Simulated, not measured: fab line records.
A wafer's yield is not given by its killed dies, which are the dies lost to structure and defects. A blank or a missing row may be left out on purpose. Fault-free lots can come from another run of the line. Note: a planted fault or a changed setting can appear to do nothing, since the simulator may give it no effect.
Comparing a struck lot with a sound one :: flow gf180mcu :: 15 out of 602 route steps
Sound: the wafers L324.2, L324.3, L324.6. The struck wafers were L329.3, L329.5, L329.6. Last of all comes the cause.
Order at every step that has rows: each side's tool, ch and its chambers, its first start. Under that, the readings that differ: sound wafers :: struck wafers :: difference of the means :: sigmas: that difference in standard deviations of wafers without a fault.
alike: readings whose means differ by less than 2 such deviations, and words and numbers that are the same on both sides. not compared: withheld readings, readings that some wafer has no value for, bounds like >300 that may hide the same value, and numbers for which the record gives no deviation and whose values overlap.
The two part at a step that has a row with sigmas, a row that says differs or no value, or rows on one side only. Numbers that don't overlap but have no deviation are shown without sigmas and don't part them. A reading missing from all wafers of one side parts the sides only when that side holds two or more wafers.

GF_MIM_SPUTTER_08: material AlCu, target thk 200 nm, time 10.6 s.
  sound on pvdSputter-02 at day 27 12:00; struck on pvdSputter-01 at day 29 01:35
  alike: throttleValvePct
GF_MIM_SPUTTER_09: material TiN, target thk 35 nm, time 29.2 s.
  sound on pvdSputter-02 at day 27 12:02; struck on pvdSputter-01 at day 29 01:37
  alike: throttleValvePct
GF_MIM_RS_MEAS_10: measurement is done with a four-point probe.
  sound on filmMetro-01 at day 27 12:05; struck on filmMetro-01 at day 29 01:41
  alike: MIM_ALCU_RS
GF_MIM_THK_MEAS_11: measures by xrf.
  sound on filmMetro-01 at day 27 12:11; struck on filmMetro-01 at day 29 01:47
  alike: MIM_ALCU_THK
then, 7 steps without rows for these wafers: GF_MIM_DEHYDRATE_12 (time 60 s); GF_MIM_HMDS_13 (prime time 60 s); GF_MIM_COAT_14 (resist thk 1000 nm); GF_MIM_SOFTBAKE_15 (time 60 s); GF_MIM_EXPOSE_16 (exposes mask FuseTop, target cd 2000 nm); GF_MIM_PEB_17; GF_MIM_DEVELOP_18 (develop time 60 s).
GF_MIM_METAL_ETCH_19: etches the open film in Cl2/BCl3, stops on Si3N4, target depth 324.5 nm, time 54.1 s.
  sound on rieMetal-03 ch 0, day 28 07:39; struck on rieMetal-04 ch 0,1, day 29 20:13
reading: mfcCl2Sccm (sccm)
sound: 80.25 80.46 80.46
struck: 79.59 79.98 79.56
difference: -0.68
sigmas: -3
  alike: bcl3FlowSccm, drypumpMotorCurrentA, oesProductAu, throttleValvePct
  not compared: rfHoursCounterH
GF_MIM_STRIP_20: strips in O2/N2.
  sound on plasmaAsher-04 ch 1, day 28 07:43; struck on plasmaAsher-01 ch 0,1, day 29 20:18
  no value came back on the struck wafers for any of 6 readings (chamberPressureMTorr (mTorr), drypumpMotorCurrentA (A) and others); on the sound wafers chamberPressureMTorr (mTorr) reads 1497.3 1501.1 1499.7
reading: model.NOVOLAK_of_MIM_COAT_14.thkNm (nm)
sound: 0 0 0
struck: 876.6 872.1 874.3
difference: +874.3
sigmas: 
  not compared: rfHoursCounterH
then, 1 step without rows for these wafers: GF_MIM_STRIP_21 (strips in post etch residue remover, time 1200 s).
-- the record jumps here: 3 days lie between the struck wafers' starts before and after (it left off in module MIM and takes up again in module PASSIVATION, whose first step shown is number 602 of the route) --
GF_PASSIVATION_PROBE_99:
  only the struck wafers here have rows in the record (prober-02, day 33 00:17); the sound ones have none

## WHERE THEY PART
First at GF_MIM_METAL_ETCH_19; last, within this record, at GF_PASSIVATION_PROBE_99.

WHY: what had been put in by the simulator
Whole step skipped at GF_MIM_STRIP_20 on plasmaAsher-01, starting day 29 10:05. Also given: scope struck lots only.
